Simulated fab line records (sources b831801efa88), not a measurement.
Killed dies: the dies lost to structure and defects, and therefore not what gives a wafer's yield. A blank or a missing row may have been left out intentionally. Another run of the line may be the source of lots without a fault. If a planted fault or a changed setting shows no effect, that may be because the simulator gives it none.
Which tool is to blame?	flow gf180mcu	6 lots with 18 wafers sampled at 3 steps, on a route of 602 steps

WHAT THE GAUGES READ, wafer by wafer
GF_HV_LDD_RS_MEAS_53: measurement is done with a four-point probe.
lot	measured	on	HV_LDD_RS (ohm/sq)
L651	day 13 04:56	film metro-03	418.6 419.5 418.8
L653	day 13 12:44	film metro-04	418.2 418.8 418.0
L655	day 14 03:17	film metro-03	418.2 418.1 417.9
L659	day 15 13:54	film metro-02	417.6 417.8 417.6
L666	day 17 19:11	film metro-04	417.3 417.7 418.3
L672	day 19 16:58	film metro-04	417.9 417.7 417.6

WHICH TOOL RAN EACH LOT (tool, then ch and the chambers of the sampled wafers, then the start)
lot	GF_HV_LDD_IMPLANT_09	GF_HV_LDD_STRIP_10
L651	implanter-02 ch 0, day 10 18:31	plasma asher-03 ch 0,1, day 10 18:39
L653	implanter-02 ch 0, day 11 02:19	plasma asher-03 ch 0,1, day 11 02:27
L655	implanter-01 ch 0, day 11 14:45	plasma asher-02 ch 0,1, day 11 14:53
L659	implanter-02 ch 0, day 12 21:39	plasma asher-03 ch 0, day 12 21:48
L666	implanter-04 ch 0, day 14 23:54	plasma asher-03 ch 0,1, day 15 00:01
L672	implanter-04 ch 0, day 16 16:22	plasma asher-02 ch 0,1, day 16 16:30
- GF_HV_LDD_IMPLANT_09
- GF_HV_LDD_STRIP_10: strips in O2/N2.

THE ANSWER, worked out from the rows above alone
Rule: the usual values come from the lots themselves. Put in order of their means at a reading, lots are off if they are a third of the lots or fewer, leave a main group of 4 or more, and stand apart from it by a gap of 3 or more times the standard deviation of the main group's means; of several such gaps the widest counts. If all means in a main group match to the digits the tables above print for the reading, that group is not used. Also off: a lot with no number at a reading for which 4 or more lots have one. Any other lot the step has rows for is counted as sound.
Across all readings shown, no lot is off: no conclusion can be drawn from this.

WHAT THE SIMULATOR HAD PUT IN
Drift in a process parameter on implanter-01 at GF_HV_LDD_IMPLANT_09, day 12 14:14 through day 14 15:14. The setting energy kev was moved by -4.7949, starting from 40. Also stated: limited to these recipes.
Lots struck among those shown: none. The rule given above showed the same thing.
